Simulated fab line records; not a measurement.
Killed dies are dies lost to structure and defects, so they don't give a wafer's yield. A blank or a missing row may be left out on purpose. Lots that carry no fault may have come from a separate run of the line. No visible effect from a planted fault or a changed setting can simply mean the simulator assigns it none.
2 desks looking at one fault    flow sky130    each desk holds nothing but its own numbers, with what lay behind them at the end

FOR THE TOOL OWNER'S DESK: krf_scanner-02
The tool's own readings at SKY_LOCAL_INTERCONNECT_EXPOSE_08 (exposes mask LI1M, target cd 170 nm): means of the sampled wafers that have a number, for each lot that ran on this tool. Marked OUT: a lot whose mean sits more than 4 standard deviations from the usual mean, which makes it out of limits; the brackets give that distance.
Columns: A = exposure_dose_mJ_cm2 at SKY_LOCAL_INTERCONNECT_EXPOSE_08, usual 27.98
lot   first seen here  A
L642  day 30 08:14     27.97
L643  day 31 04:00     27.95
L646  day 32 05:40     28.00
L654  day 34 02:10     27.98
L657  day 35 01:17     27.98
L659  day 35 12:52     26.52 (-44) OUT
L660  day 35 23:56     26.50 (-45) OUT
L661  day 36 03:38     26.84 (-35) OUT
L662  day 36 11:38     26.82 (-35) OUT
This desk's verdict: out of limits on L659, L660, L661, L662, starting with L659 at day 35 12:52 (exposure_dose_mJ_cm2 at SKY_LOCAL_INTERCONNECT_EXPOSE_08). L642, L643, L646, L654, L657: within limits.

FROM THE METROLOGY DESK
Means of the sampled wafers that have a number, per lot and without regard to the tool the lot ran on: this is what the gauges read. Marked OUT: a lot whose mean sits more than 4 standard deviations from the usual mean, which makes it out of limits; the brackets give that distance.
Columns: A = cd_nm at SKY_LOCAL_INTERCONNECT_CD_MEAS_11, usual 170.4 nm; B = CONTACT_CVD_00_THK at SKY_CONTACT_THK_MEAS_01, usual 75.3 nm; C = CONTACT_BOW at SKY_CONTACT_BOW_MEAS_05, usual 82 um
lot   first seen here  A                 B     C
L642  day 30 22:35     169.0             75.5  88
L643  day 31 17:57     169.2             75.6  88
L645  day 31 20:14     168.1             76.0  82
L644  day 31 23:05     172.5             74.1  83
L646  day 32 19:18     169.4             76.1  81
L650  day 33 04:47     170.6             74.9  79
L653  day 34 12:15     172.6             75.8  83
L654  day 34 14:45     171.0             76.3  85
L657  day 35 13:58     170.4             75.1  79
L659  day 36 01:25     179.0 (+5.7) OUT  75.7  84
L660  day 36 13:12     182.6 (+8.1) OUT  75.2  73
L661  day 36 17:08     180.1 (+6.5) OUT  74.5  81
L662  day 36 23:41     179.7 (+6.2) OUT  76.1  93
L664  day 37 14:52     168.3             74.8  77
This desk's verdict: out of limits on L659, L660, L661, L662, starting with L659 at day 36 01:25 (cd_nm at SKY_LOCAL_INTERCONNECT_CD_MEAS_11). L642, L643, L645, L644, L646, L650, L653, L654, L657, L664: within limits.

TAKEN TOGETHER
The tool owner's desk had the chance to raise an alarm at day 35 12:52 on L659, L660, L661, L662.
L659, L660, L661, L662 would have let the metrology desk raise an alarm at day 36 01:25.
All the named lots went through SKY_LOCAL_INTERCONNECT_EXPOSE_08 on krf_scanner-02.

WHAT THE SIMULATOR HAD PUT IN
Drift in process parameters on krf_scanner-02 at SKY_LOCAL_INTERCONNECT_EXPOSE_08, starting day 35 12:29. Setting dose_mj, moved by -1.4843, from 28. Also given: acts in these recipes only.
Lots struck among those shown: L659, L660, L661, L662.
Delay (hours) between the fault's onset and each desk's first out-of-limits reading: 0 at the tool owner's desk, 13 at the metrology desk.
